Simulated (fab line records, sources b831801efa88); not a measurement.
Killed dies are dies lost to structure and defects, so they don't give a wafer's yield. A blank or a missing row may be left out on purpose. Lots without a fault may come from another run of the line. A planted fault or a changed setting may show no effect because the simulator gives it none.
A struck lot beside a sound one | flow sky130 | 15 steps out of a route of 708
Sound: wafers L670.1, L670.2, L670.5. Struck: wafers L679.2, L679.4, L679.5. The cause comes at the end.
At each step with rows: each side's tool, then ch and its chambers, then its first start. Under that, the readings that differ: sound wafers | struck wafers | difference of the means | sigmas: that difference in standard deviations of wafers without a fault.
alike: readings whose means differ by less than 2 such deviations, and words and numbers that are the same on both sides. not compared: withheld readings, readings that some wafer has no value for, bounds like >300 that may hide the same value, and numbers for which the record gives no deviation and whose values overlap.
The two part at a step that has a row with sigmas, a row that says differs or no value, or rows on one side only. Numbers that don't overlap but have no deviation are shown without sigmas and don't part them. A reading that every wafer of one side lacks parts them only if that side has two wafers or more.

first, 4 steps without rows for these wafers: SKY_VIA3_STRIP_16 (strips in O2/N2); SKY_VIA3_STRIP_17 (strips in post etch residue remover, time 1200 s); SKY_VIA3_CLEAN_18 (cleans in IPA, time 180 s); SKY_VIA3_CLEAN_19 (cleans in O3/DIW).
SKY_VIA3_SPUTTER_20: material TiN, target thk 20 nm, time 80 s.
  sound on pvd_sputter-03, day 42 00:46; struck on pvd_sputter-01, day 44 15:01
  alike: throttle_valve_pct
SKY_VIA3_CVD_21: deposits W, target thk 390 nm, time 117.31 s.
  sound on cvd_w-02 ch 0,1, day 42 00:50; struck on cvd_w-01 ch 0,1, day 44 15:05
  alike: heater_power_w
SKY_VIA3_RS_MEAS_22: measures by four-point-probe.
  sound on film_metro-03, day 42 00:57; struck on film_metro-04, day 44 15:13
  alike: VIA3_W_RS
SKY_VIA3_THK_MEAS_23: measures by xrf.
  sound on film_metro-03, day 42 01:04; struck on film_metro-04, day 44 15:20
  alike: VIA3_W_THK
SKY_VIA3_CMP_24: polishes, stops on SiO2, t overpolish 20 s, target thk 0 nm.
  sound on cmp-01 ch 1,3, day 42 01:11; struck on cmp-01 ch 1,2,3, day 44 15:23
  alike: motor_current_A, overpolish_run_s, time_to_endpoint_s
SKY_METAL4_SPUTTER_00: material Ti, target thk 15 nm, time 10 s.
  sound on pvd_sputter-02, day 42 01:26; struck on pvd_sputter-04, day 44 15:41
  alike: throttle_valve_pct
then, 1 step without rows for these wafers: SKY_METAL4_SPUTTER_01 (material TiN, target thk 20 nm, time 16.7 s).
SKY_METAL4_SPUTTER_02: material AlCu, target thk 735 nm, time 39.1 s.
  sound on pvd_sputter-02, day 42 01:29; struck on pvd_sputter-04, day 44 15:44
  alike: throttle_valve_pct
SKY_METAL4_SPUTTER_03: material Ti, target thk 5 nm, time 3.3 s.
  sound on pvd_sputter-02, day 42 01:31; struck on pvd_sputter-04, day 44 15:46
  reading                                   | sound             | struck            | difference | sigmas
  model.Ti_of_METAL4_SPUTTER_03.thk_nm (nm) | 4.764 4.785 4.859 | 5.835 5.752 5.817 | +0.999     |
  alike: throttle_valve_pct
then, 2 steps without rows for these wafers: SKY_METAL4_SPUTTER_04 (material TiN, target thk 70 nm, time 58.3 s); SKY_PAD_OPEN_PROBE_99.

WHERE THEY PART
Nowhere in this record.

WHY: what the simulator had put in
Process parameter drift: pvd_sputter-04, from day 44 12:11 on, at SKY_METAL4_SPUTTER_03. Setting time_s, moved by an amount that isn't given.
